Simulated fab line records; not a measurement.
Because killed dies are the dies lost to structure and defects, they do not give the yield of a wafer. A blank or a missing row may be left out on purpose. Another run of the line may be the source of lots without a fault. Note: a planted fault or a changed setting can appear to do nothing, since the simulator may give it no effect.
Struck lot and sound lot, side by side / flow sky130 / 33 out of 708 route steps
Sound: wafers L692.3, L692.4, L692.6. Wafers struck: L685.2, L685.4, L685.6. At the end, the cause is stated.
Order at every step that has rows: each side's tool, ch and its chambers, its first start. Under that, the readings that differ: sound wafers / struck wafers / difference of the means / sigmas: that difference in standard deviations of wafers without a fault.
alike: a reading whose means differ by less than 2 such deviations, as well as words and numbers matching on both sides. not compared: withheld readings; readings where some wafer has no value; bounds like >300 that might hide an equal value; numbers whose values overlap and for which the record gives no deviation.
A row with sigmas, a row that says differs or no value, or rows on one side alone: a step with any of these is where the two part. Numbers that don't overlap but have no deviation are shown without sigmas and don't part them. Lack of a reading on every wafer of one side parts them only where that side has two or more wafers.

SKY_SD_P_CD_MEAS_07: target cd 380 nm.
  sound: cdSem-02 at day 32 19:36; struck: cdSem-02 at day 30 13:10
  alike: cdNm
SKY_SD_P_OVL_MEAS_08:
  sound: overlay-02 at day 32 19:41; struck: overlay-01 at day 30 13:16
  alike: SD_P_OVL
then, 1 step without rows for these wafers: SKY_SD_P_IMPLANT_09.
SKY_SD_P_STRIP_10: strips in O2/N2.
  sound on plasmaAsher-04 ch 0,1, day 32 19:54; struck on plasmaAsher-02 ch 0, day 30 13:26
reading=stripTimeToEndpointS (s); sound=17.53 17.53 17.56; struck=17.39 17.48 17.44; difference=-0.10; sigmas=-3
  alike: drypumpMotorCurrentA, oesProductAu
  not compared: rfHoursCounterH
SKY_SD_P_TW_MEAS_11:
  sound: filmMetro-03 at day 32 19:59; struck: filmMetro-02 at day 30 13:33
reading=SD_P_TW; sound=2755 2786 2783; struck=2825 2835 2822; difference=+53; sigmas=+3
then, 7 steps without rows for these wafers: SKY_RES_XHIGH_DEHYDRATE_00 (time 60 s); SKY_RES_XHIGH_HMDS_01 (prime time 60 s); SKY_RES_XHIGH_COAT_02 (resist thk 1140 nm); SKY_RES_XHIGH_SOFTBAKE_03 (time 60 s); SKY_RES_XHIGH_EXPOSE_04 (exposes mask URPM, target cd 1270 nm); SKY_RES_XHIGH_PEB_05; SKY_RES_XHIGH_DEVELOP_06 (develop time 60 s).
SKY_RES_XHIGH_IMPLANT_07:
  sound on implanter-03 ch 0, day 33 22:53; struck on implanter-01 ch 0, day 31 15:24
reading=beamEnergyKeV; sound=20.000 20.001 19.989; struck=20.012 20.010 20.012; difference=+0.015; sigmas=+2
reading=doseIonsCm2; sound=3.595e+14 3.601e+14 3.597e+14; struck=3.047e+14 3.044e+14 3.049e+14; difference=-5.510e+13; sigmas=-99 or more
SKY_RES_XHIGH_STRIP_08: strips in O2/N2.
  sound on plasmaAsher-01 ch 0,1, day 33 23:01; struck on plasmaAsher-02 ch 0,1, day 31 15:32
  alike: drypumpMotorCurrentA, oesProductAu, stripTimeToEndpointS
  not compared: rfHoursCounterH
SKY_RES_XHIGH_TW_MEAS_09:
  sound: filmMetro-04 at day 33 23:07; struck: filmMetro-03 at day 31 15:52
reading=RES_XHIGH_TW; sound=1628 1629 1634; struck=1547 1544 1537; difference=-88; sigmas=-9
  not compared: hold
then, 6 steps without rows for these wafers: SKY_SD_N_HMDS_01 (prime time 60 s); SKY_SD_N_COAT_02 (resist thk 1140 nm); SKY_SD_N_SOFTBAKE_03 (time 60 s); SKY_SD_N_EXPOSE_04 (exposes mask NSDM, target cd 380 nm); SKY_SD_N_PEB_05; SKY_SD_N_DEVELOP_06 (develop time 60 s).
SKY_SD_N_CD_MEAS_07: target cd 380 nm.
  sound: cdSem-01 at day 35 00:27; struck: cdSem-01 at day 32 18:56
  alike: cdNm
SKY_SD_N_OVL_MEAS_08:
  sound: overlay-01 at day 35 00:32; struck: overlay-01 at day 32 19:02
  alike: SD_N_OVL
then, 2 steps without rows for these wafers: SKY_SD_N_IMPLANT_09; SKY_SD_N_IMPLANT_10.
SKY_SD_N_STRIP_11: strips in O2/N2.
  sound on plasmaAsher-04 ch 0,1, day 35 00:54; struck on plasmaAsher-04 ch 0, day 32 19:22
  alike: drypumpMotorCurrentA, oesProductAu, stripTimeToEndpointS
  not compared: rfHoursCounterH
SKY_SD_N_TW_MEAS_12:
  sound: filmMetro-03 at day 35 00:59; struck: filmMetro-02 at day 32 19:28
  alike: SD_N_TW
then, 1 step without rows for these wafers: SKY_SD_N_CLEAN_13 (cleans in SC1/SC2, time 150 s).
SKY_SD_N_RTA_14: time 2 s.
  sound on rtpAnneal-02 ch 0, day 35 01:05; struck on rtpAnneal-01 ch 0, day 32 19:35
  alike: lampPowerPct, wafer_temp_C_max
SKY_SD_N_RS_MEAS_16: uses a four-point probe to measure.
  sound: filmMetro-02 at day 35 01:17; struck: filmMetro-02 at day 32 19:46
  alike: SD_N_RS
SKY_SD_N_RS_MEAS_17: uses a four-point probe to measure.
  sound: filmMetro-02 at day 35 01:25; struck: filmMetro-02 at day 32 19:53
  alike: SD_P_RS
SKY_SD_N_RS_MEAS_18: uses a four-point probe to measure.
  sound: filmMetro-02 at day 35 01:32; struck: filmMetro-02 at day 32 20:25
reading=RES_XHIGH_RS (ohm/sq); sound=331.9 331.5 331.2; struck=377.9 378.7 379.0; difference=+47.0; sigmas=+49
  not compared: hold
then, 1 step without rows for these wafers: SKY_PAD_OPEN_PROBE_99.

## WHERE THEY PART
Last at SKY_SD_N_RS_MEAS_18 as far as this record goes, first at SKY_SD_P_STRIP_10.

WHY: the cause the simulator had injected
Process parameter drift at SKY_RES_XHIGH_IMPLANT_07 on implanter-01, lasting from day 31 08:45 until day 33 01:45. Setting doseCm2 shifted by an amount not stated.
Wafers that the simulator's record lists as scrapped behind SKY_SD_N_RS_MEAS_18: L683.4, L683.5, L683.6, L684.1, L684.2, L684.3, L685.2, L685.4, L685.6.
